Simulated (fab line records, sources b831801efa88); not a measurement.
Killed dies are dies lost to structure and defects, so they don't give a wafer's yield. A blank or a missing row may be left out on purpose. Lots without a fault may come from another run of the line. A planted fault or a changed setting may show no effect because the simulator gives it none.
Which tool did it? | flow sky130 | 13 lots, 39 wafers sampled, at 2 steps of a route of 708

WHAT THE GAUGES READ, wafer by wafer
SKY_VIA4_THK_MEAS_01.
lot  | measured     | on            | VIA4_HDPCVD_THK (nm)
L736 | day 41 09:49 | film_metro-04 | 1778 1725 1801
L737 | day 41 20:24 | film_metro-01 | 1771 1771 1746
L738 | day 42 00:50 | film_metro-01 | 1788 1768 1777
L739 | day 42 08:32 | film_metro-01 | 1746 1739 1764
L741 | day 43 02:23 | film_metro-04 | 1742 1732 1726
L742 | day 43 07:46 | film_metro-01 | 1757 1766 2269
L750 | day 45 17:26 | film_metro-04 | 1746 1765 1744
L751 | day 46 00:10 | film_metro-01 | 1735 1778 1736
L754 | day 46 15:01 | film_metro-02 | 1753 1747 1763
L755 | day 46 19:50 | film_metro-01 | 1754 1756 1776
L756 | day 47 06:43 | film_metro-02 | 1763 1774 1776
L757 | day 47 07:29 | film_metro-04 | 1751 1778 1754
L758 | day 47 08:15 | film_metro-02 | 1731 1764 1731

WHICH TOOL RAN EACH LOT (tool, then ch and the chambers of the sampled wafers, then the start)
lot  | SKY_VIA4_HDPCVD_00
L736 | hdpcvd-02 ch 1,2, day 41 09:37
L737 | hdpcvd-02 ch 0,1, day 41 20:12
L738 | hdpcvd-02 ch 0,1, day 42 00:38
L739 | hdpcvd-02 ch 1,2, day 42 08:21
L741 | hdpcvd-01 ch 0,1,2, day 43 02:12
L742 | hdpcvd-02 ch 0,1,2, day 43 07:39
L750 | hdpcvd-02 ch 0,2, day 45 17:15
L751 | hdpcvd-01 ch 0,2, day 45 23:59
L754 | hdpcvd-02 ch 0,2, day 46 14:49
L755 | hdpcvd-02 ch 0,1,2, day 46 19:39
L756 | hdpcvd-02 ch 0,1,2, day 47 06:32
L757 | hdpcvd-02 ch 1,2, day 47 07:17
L758 | hdpcvd-01 ch 0,1,2, day 47 08:05
- SKY_VIA4_HDPCVD_00: deposits SiO2, target thk 1750 nm, time 291.7 s.

WHAT THE TOOLS THEMSELVES READ (means of the sampled wafers that have a number; where no wafer has one, the mark that the record gives instead)
SKY_VIA4_HDPCVD_00.
lot  | tool      | run_length_s (s)
L736 | hdpcvd-02 | 320.0
L737 | hdpcvd-02 | 319.5
L738 | hdpcvd-02 | 319.5
L739 | hdpcvd-02 | 320.0
L741 | hdpcvd-01 | 319.5
L742 | hdpcvd-02 | 346.6
L750 | hdpcvd-02 | 320.0
L751 | hdpcvd-01 | 319.7
L754 | hdpcvd-02 | 319.9
L755 | hdpcvd-02 | 319.8
L756 | hdpcvd-02 | 320.0
L757 | hdpcvd-02 | 319.3
L758 | hdpcvd-01 | 319.6

THE ANSWER, worked out from the rows above alone
Rule: what is usual is taken from the lots themselves. Put in order of their means at a reading, lots are off if they are a third of the lots or fewer, leave a main group of 4 or more, and stand apart from it by a gap of 3 or more times the standard deviation of the main group's means; of several such gaps the widest counts. A main group whose means are all the same, to the digits that the tables above print for the reading, isn't used. A lot without any number at a reading at which 4 lots or more have one is off too. The other lots that the step has rows for count as sound. The gauges are gone through in route order, then the tools' own readings, and for those a lot's mean is taken as printed above. The first step at which some lot is off is used, and at that step the reading that is off furthest; a lot without a number counts as furthest.
Off: L742, at SKY_VIA4_THK_MEAS_01 (VIA4_HDPCVD_THK). The main group: mean 1757 nm, standard deviation 12.
A tool fits if, at a process step before that reading, it ran every lot that is off, and no sound lot after the first of them. The gauges at SKY_VIA4_THK_MEAS_01 aren't tried: what is off there is off at SKY_VIA4_HDPCVD_00 too, on other tools, and a gauge's error can't cause that. None of those tried fits.

WHAT THE SIMULATOR HAD PUT IN
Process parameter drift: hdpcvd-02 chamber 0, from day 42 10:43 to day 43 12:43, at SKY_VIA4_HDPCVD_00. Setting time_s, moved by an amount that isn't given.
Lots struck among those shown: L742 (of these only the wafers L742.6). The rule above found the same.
